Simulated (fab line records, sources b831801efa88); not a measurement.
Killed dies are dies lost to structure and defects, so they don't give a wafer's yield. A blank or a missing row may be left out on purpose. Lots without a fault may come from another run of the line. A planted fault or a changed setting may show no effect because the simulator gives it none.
Which tool did it? | flow gf180mcu | 12 lots, 36 wafers sampled, at 5 steps of a route of 602

WHAT THE GAUGES READ, wafer by wafer
GF_STI_BOW_MEAS_00. Usual: INCOMING_BOW 0 um, standard deviation 6.4.
lot  | measured    | on            | INCOMING_BOW (um) | flag
L858 | day 1 20:00 | film_metro-02 | -3 6 8            |
L860 | day 2 06:00 | film_metro-02 | -10 -16 13        |
L861 | day 2 11:00 | film_metro-02 | 1 -4 -2           |
L862 | day 2 16:00 | film_metro-01 | -9 9 4            |
L863 | day 2 21:00 | film_metro-04 | 3 1 -2            |
L866 | day 3 12:00 | film_metro-02 | -13 -1 4          |
L867 | day 3 17:00 | film_metro-01 | 6 0 0             |
L868 | day 3 22:00 | film_metro-04 | 3 15 -1           |
L869 | day 4 03:00 | film_metro-01 | -5 -3 -4          |
L870 | day 4 08:01 | film_metro-01 | -9 9 -5           |
L872 | day 4 18:00 | film_metro-04 | 4 -1 3            |
L879 | day 6 05:01 | film_metro-04 | -13 5 6           |

GF_STI_THK_MEAS_04. Usual: STI_CVD_03_THK 206.8 nm, standard deviation 2.1.
lot  | measured    | on            | STI_CVD_03_THK (nm) | flag
L858 | day 1 23:34 | film_metro-04 | 207.0 206.9 205.7   |
L860 | day 2 10:25 | film_metro-01 | 205.4 204.9 205.9   |
L861 | day 2 14:39 | film_metro-04 | 207.3 205.1 208.0   |
L862 | day 2 19:34 | film_metro-04 | 207.2 206.0 205.8   |
L863 | day 3 02:01 | film_metro-04 | 205.0 207.8 206.9   |
L866 | day 3 15:34 | film_metro-01 | 204.1 202.6 202.5   |
L867 | day 3 20:41 | film_metro-01 | 205.1 205.2 204.7   |
L868 | day 4 02:35 | film_metro-02 | 210.1 209.5 207.0   |
L869 | day 4 10:44 | film_metro-04 | 145.2 146.5 146.7   | OFF
L870 | day 4 13:14 | film_metro-01 | 203.7 202.8 202.2   |
L872 | day 4 21:38 | film_metro-02 | 144.1 143.2 145.0   | OFF
L879 | day 6 08:34 | film_metro-02 | 210.0 208.0 208.3   |

GF_HV_LDD_CD_MEAS_46: target cd 400 nm. Usual: cd_nm 399.3 nm, standard deviation 2.2.
lot  | measured     | on        | cd_nm (nm)        | flag
L858 | day 12 21:51 | cd_sem-01 | 401.9 401.6 400.9 |
L860 | day 13 18:18 | cd_sem-01 | 398.3 395.8 394.7 |
L861 | day 14 02:49 | cd_sem-01 | 400.4 402.3 400.7 |
L862 | day 14 05:15 | cd_sem-01 | 402.6 402.1 400.8 |
L863 | day 14 14:39 | cd_sem-02 | 401.3 401.9 400.1 |
L866 | day 15 20:33 | cd_sem-02 | 400.3 399.0 400.9 |
L867 | day 16 07:52 | cd_sem-02 | 400.9 400.7 399.5 |
L868 | day 16 11:06 | cd_sem-01 | 398.0 399.4 398.4 |
L869 | day 17 01:19 | cd_sem-02 | 395.2 395.6 395.5 |
L870 | day 17 02:35 | cd_sem-01 | 398.6 398.8 399.5 |
L872 | day 17 22:55 | cd_sem-02 | 400.4 401.6 400.2 |
L879 | day 20 01:05 | cd_sem-02 | 398.1 399.7 400.6 |

WHICH TOOL RAN EACH LOT (tool, then ch and the chambers of the sampled wafers, then the start)
lot  | GF_STI_CVD_03              | GF_STI_ETCH_13
L858 | lpcvd-01 ch 1, day 1 21:34 | rie_diel-03 ch 0,1, day 2 11:13
L860 | lpcvd-02 ch 1, day 2 08:26 | rie_diel-04 ch 0,1,3, day 2 22:58
L861 | lpcvd-01 ch 1, day 2 12:40 | rie_diel-03 ch 1,2,3, day 3 03:02
L862 | lpcvd-01 ch 1, day 2 17:34 | rie_diel-01 ch 2,3, day 3 07:47
L863 | lpcvd-01 ch 0, day 3 00:02 | rie_diel-01 ch 0,3, day 3 15:05
L866 | lpcvd-01 ch 1, day 3 13:34 | rie_diel-04 ch 0,1,3, day 4 05:07
L867 | lpcvd-01 ch 1, day 3 18:41 | rie_diel-04 ch 2,3, day 4 09:38
L868 | lpcvd-02 ch 1, day 4 00:35 | rie_diel-04 ch 0,1,2, day 4 15:50
L869 | lpcvd-01 ch 1, day 4 08:45 | rie_diel-01 ch 1,2,3, day 5 00:22
L870 | lpcvd-02 ch 0, day 4 11:14 | rie_diel-03 ch 0,1,2, day 5 02:58
L872 | lpcvd-01 ch 1, day 4 19:38 | rie_diel-01 ch 0,1,3, day 5 11:08
L879 | lpcvd-02 ch 0, day 6 06:34 | rie_diel-03 ch 1,2,3, day 6 23:52
- GF_STI_CVD_03: deposits Si3N4 from DCS/NH3, target thk 207.16 nm, time 3551 s.
- GF_STI_ETCH_13: etches the open film in CHF3/O2, stops on Si, target depth 282.31 nm, time 112.9 s.

WHAT THE TOOLS THEMSELVES READ (means of the sampled wafers that have a number; where no wafer has one, the mark that the record gives instead)
GF_STI_CVD_03. Usual: spike_tc_upper_C 770.1 C, standard deviation 1.3.
lot  | tool     | spike_tc_upper_C (C) | flag
L858 | lpcvd-01 | 770.5                |
L860 | lpcvd-02 | 770.2                |
L861 | lpcvd-01 | 771.2                |
L862 | lpcvd-01 | 769.8                |
L863 | lpcvd-01 | 767.9                |
L866 | lpcvd-01 | 770.4                |
L867 | lpcvd-01 | 770.6                |
L868 | lpcvd-02 | 771.5                |
L869 | lpcvd-01 | 769.9                |
L870 | lpcvd-02 | 769.8                |
L872 | lpcvd-01 | 770.9                |
L879 | lpcvd-02 | 770.8                |

GF_STI_ETCH_13. Usual: drypump_motor_current_A 6.0 A, standard deviation 0.53; oes_product_au 0.832 a.u., standard deviation 0.0065; throttle_valve_pct 8.811 %, standard deviation 0.0095.
lot  | tool        | drypump_motor_current_A (A) | oes_product_au (a.u.) | throttle_valve_pct (%) | flag
L858 | rie_diel-03 | 6.1                         | 0.829                 | 8.805                  |
L860 | rie_diel-04 | 5.5                         | 0.828                 | 8.814                  |
L861 | rie_diel-03 | 5.9                         | 0.838                 | 8.815                  |
L862 | rie_diel-01 | 6.3                         | 0.830                 | 8.813                  |
L863 | rie_diel-01 | 6.4                         | 0.830                 | 8.809                  |
L866 | rie_diel-04 | 5.5                         | 0.829                 | 8.815                  |
L867 | rie_diel-04 | 5.7                         | 0.828                 | 8.810                  |
L868 | rie_diel-04 | 5.6                         | 0.837                 | 8.815                  |
L869 | rie_diel-01 | 6.4                         | 0.697                 | 8.761                  | OFF
L870 | rie_diel-03 | 5.8                         | 0.822                 | 8.807                  |
L872 | rie_diel-01 | 6.5                         | 0.693                 | 8.760                  | OFF
L879 | rie_diel-03 | 5.9                         | 0.840                 | 8.816                  |

THE ANSWER, worked out from the rows above alone
Rule: a lot is off if the mean of its wafers that have a number lies more than 3 standard deviations from the usual mean. A lot without any number at a reading at which 4 lots or more have one is off too. The other lots that the step has rows for count as sound. The gauges are gone through in route order, then the tools' own readings, and for those a lot's mean is taken as printed above. The first step at which some lot is off is used, and at that step the reading that is off furthest; a lot without a number counts as furthest.
Off: L869, L872, at GF_STI_THK_MEAS_04 (STI_CVD_03_THK).
A tool fits if, at a process step before that reading, it ran every lot that is off, and no sound lot after the first of them. The gauges at GF_STI_THK_MEAS_04 aren't tried: what is off there is off at GF_STI_ETCH_13 too, on other tools, and a gauge's error can't cause that. One fits: lpcvd-01 at GF_STI_CVD_03. Its last sound lot is L867 (day 3 18:41), its first lot that is off L869 (day 4 08:45): a fault that began between those two fits.

WHAT THE SIMULATOR HAD PUT IN
Process parameter drift: lpcvd-01, from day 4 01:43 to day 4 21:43, at GF_STI_CVD_03. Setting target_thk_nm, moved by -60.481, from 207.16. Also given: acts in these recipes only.
Lots struck among those shown: L869, L872. The rule above found the same.
